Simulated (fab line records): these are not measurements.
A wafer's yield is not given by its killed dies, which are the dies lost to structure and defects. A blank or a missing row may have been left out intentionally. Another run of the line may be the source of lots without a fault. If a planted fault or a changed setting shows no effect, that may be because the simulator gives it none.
A struck lot beside a sound one	flow sky130	33 steps out of a route of 708
Sound: wafers L217.1, L217.2, L217.4. The struck wafers were L215.1, L215.2, L215.3. Last of all comes the cause.
For every step that has rows: the tool of each side, followed by ch and its chambers, followed by its first start. Under that, the readings that differ: sound wafers	struck wafers	difference of the means	sigmas: that difference in standard deviations of wafers without a fault.
alike: readings whose means differ by less than 2 such deviations, and words and numbers that are the same on both sides. not compared: withheld readings, readings that some wafer has no value for, bounds like >300 that may hide the same value, and numbers for which the record gives no deviation and whose values overlap.
A row with sigmas, a row that says differs or no value, or rows on one side alone: a step with any of these is where the two part. Numbers that have no deviation but don't overlap get no sigmas and don't part them. A reading that every wafer of one side lacks parts them only if that side has two wafers or more.

first, 1 step without rows for these wafers: SKY_METAL2_DEVELOP_14 (develop time 60 s).
SKY_METAL2_CD_MEAS_15 targets a cd of 140 nm.
  sound: cd-sem-01 at day 42 03:43; struck: cd-sem-01 at day 41 11:16
  alike: cd-nm
SKY_METAL2_OVL_MEAS_16:
  sound: overlay-01 at day 42 03:50; struck: overlay-02 at day 41 11:23
  alike: METAL2_OVL
SKY_METAL2_DESCUM_17: chemistry O2, time 8 s.
  sound on rie-metal-03 ch 0,1, day 42 03:52; struck on rie-metal-04 ch 0,1, day 41 11:25
  alike: drypump-motor-current-A, he-backside-leak-sccm, oes-product-au
  not compared: rf-hours-counter-h
then, 2 steps without rows for these wafers: SKY_METAL2_ETCH_18 (etches BARC in N2/H2, stops on SiO2, time 45.9 s, target depth 60 nm); SKY_METAL2_METAL_ETCH_19 (etches the open film in Cl2/BCl3, stops on SiO2, target depth 360 nm, time 78 s).
SKY_METAL2_STRIP_20: strips in O2/N2.
  sound on plasma-asher-04 ch 0,1, day 42 04:04; struck on plasma-asher-04 ch 0,1, day 41 11:37
  alike: drypump-motor-current-A, n2-flow-sccm, oes-product-au, strip-time-to-endpoint-s
  not compared: rf-hours-counter-h
then, 4 steps without rows for these wafers: SKY_METAL2_STRIP_21 (strips in post etch residue remover, time 1200 s); SKY_METAL2_CLEAN_22 (cleans in IPA, time 180 s); SKY_METAL2_CLEAN_23 (cleans in O3/DIW); SKY_VIA2_HDPCVD_00 (deposits SiO2, target thk 1180 nm, time 199.5 s).
SKY_VIA2_THK_MEAS_01:
  sound: film-metro-03 at day 42 04:49; struck: film-metro-04 at day 41 12:20
  alike: VIA2_HDPCVD_THK
SKY_VIA2_CMP_02: polishes SiO2.
  sound on cmp-02 ch 0,2,3, day 42 04:53; struck on cmp-02 ch 0,2,3, day 41 12:23
  no value came back on the struck wafers for edge-zone-pressure-frac, head-pressure-psi (psi), motor-current-A (A); on the sound wafers edge-zone-pressure-frac reads 0.995 1.001 0.996
reading	sound	struck	difference	sigmas
model.SiO2_of_VIA2_HDPCVD_00.thk-nm (nm)	494.5 494.1 494.8	1192 1207 1197	+704	
SKY_VIA2_BOW_MEAS_03:
  sound: film-metro-04 at day 42 05:11; struck: film-metro-03 at day 41 12:41
reading	sound	struck	difference	sigmas
VIA2_BOW (um)	97 90 96	115 125 110	+22	+3
then, 8 steps without rows for these wafers: SKY_VIA2_DEHYDRATE_04 (time 60 s); SKY_VIA2_HMDS_05 (prime time 60 s); SKY_VIA2_COAT_06 (resist thk 60 nm); SKY_VIA2_COAT_07 (resist thk 450 nm); SKY_VIA2_SOFTBAKE_08 (time 90 s); SKY_VIA2_EXPOSE_09 (exposes mask VIM2, target cd 200 nm); SKY_VIA2_PEB_10; SKY_VIA2_DEVELOP_11 (develop time 60 s).
SKY_VIA2_CD_MEAS_12 targets a cd of 200 nm.
  sound: cd-sem-01 at day 43 05:41; struck: cd-sem-01 at day 42 13:43
  alike: cd-nm
SKY_VIA2_OVL_MEAS_13:
  sound: overlay-01 at day 43 05:49; struck: overlay-02 at day 42 13:50
  alike: VIA2_OVL
then, 1 step without rows for these wafers: SKY_VIA2_ETCH_14 (etches BARC in N2/H2, stops on SiO2, time 45.9 s, target depth 60 nm).
SKY_VIA2_ETCH_15: etches SiO2 in C4F8/O2/Ar, stops on TiN, target depth 546 nm, time 84 s.
  sound on rie-diel-04 ch 1,2,3, day 43 05:53; struck on rie-diel-03 ch 0,1,2, day 42 13:55
reading	sound	struck	difference	sigmas
oes-product-au (a.u.)	0.931 0.935 0.936	1.606 1.603 1.626	+0.678	+99 or more
rf-hours-counter-h (h)	26 22 30	11 15 15	-12	
model.VIA2.feature-depth-nm (nm)	494.5 494.1 494.8	537.3 532.2 547.1	+44.4	
model.etch.depth-nm (nm)	494.5 494.1 494.8	537.3 532.2 547.1	+44.4	
SKY_VIA2_STRIP_16: strips in O2/N2.
  sound on plasma-asher-01 ch 0,1, day 43 05:57; struck on plasma-asher-01 ch 0,1, day 42 13:58
  alike: drypump-motor-current-A, n2-flow-sccm, oes-product-au, strip-time-to-endpoint-s
  not compared: rf-hours-counter-h
then, 3 steps without rows for these wafers: SKY_VIA2_STRIP_17 (strips in post etch residue remover, time 1200 s); SKY_VIA2_CLEAN_18 (cleans in IPA, time 180 s); SKY_VIA2_CLEAN_19 (cleans in O3/DIW).
SKY_VIA2_SPUTTER_20: material TiN, target thk 20 nm, time 80 s.
  sound: pvd-sputter-04 at day 43 06:32; struck: pvd-sputter-04 at day 42 14:34
  alike: throttle-valve-pct
SKY_VIA2_CVD_21: deposits W, target thk 420 nm, time 126.4 s.
  sound on cvd-w-02 ch 0,1, day 43 06:36; struck on cvd-w-02 ch 0,1, day 42 14:37
  alike: heater-power-w
SKY_VIA2_CMP_24: polishes, stops on SiO2, t overpolish 20 s, target thk 0 nm.
  sound on cmp-01 ch 0,1,3, day 43 06:58; struck on cmp-02 ch 0,2,3, day 42 14:56
reading	sound	struck	difference	sigmas
model.SiO2_of_VIA2_HDPCVD_00.thk-nm (nm)	490.1 489.7 490.4	1188 1203 1193	+705	
  alike: edge-zone-pressure-frac, head-pressure-psi, motor-current-A

WHERE THEY PART
At SKY_VIA2_CMP_02 first; at SKY_VIA2_ETCH_15 last (within this record only). Later steps at which nothing parts them and some readings are alike: SKY_VIA2_STRIP_16, SKY_VIA2_SPUTTER_20, SKY_VIA2_CVD_21, SKY_VIA2_CMP_24.

WHY: the cause the simulator had injected
Beginning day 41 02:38, the whole step at SKY_VIA2_CMP_02 was skipped on cmp-02. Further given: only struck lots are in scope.
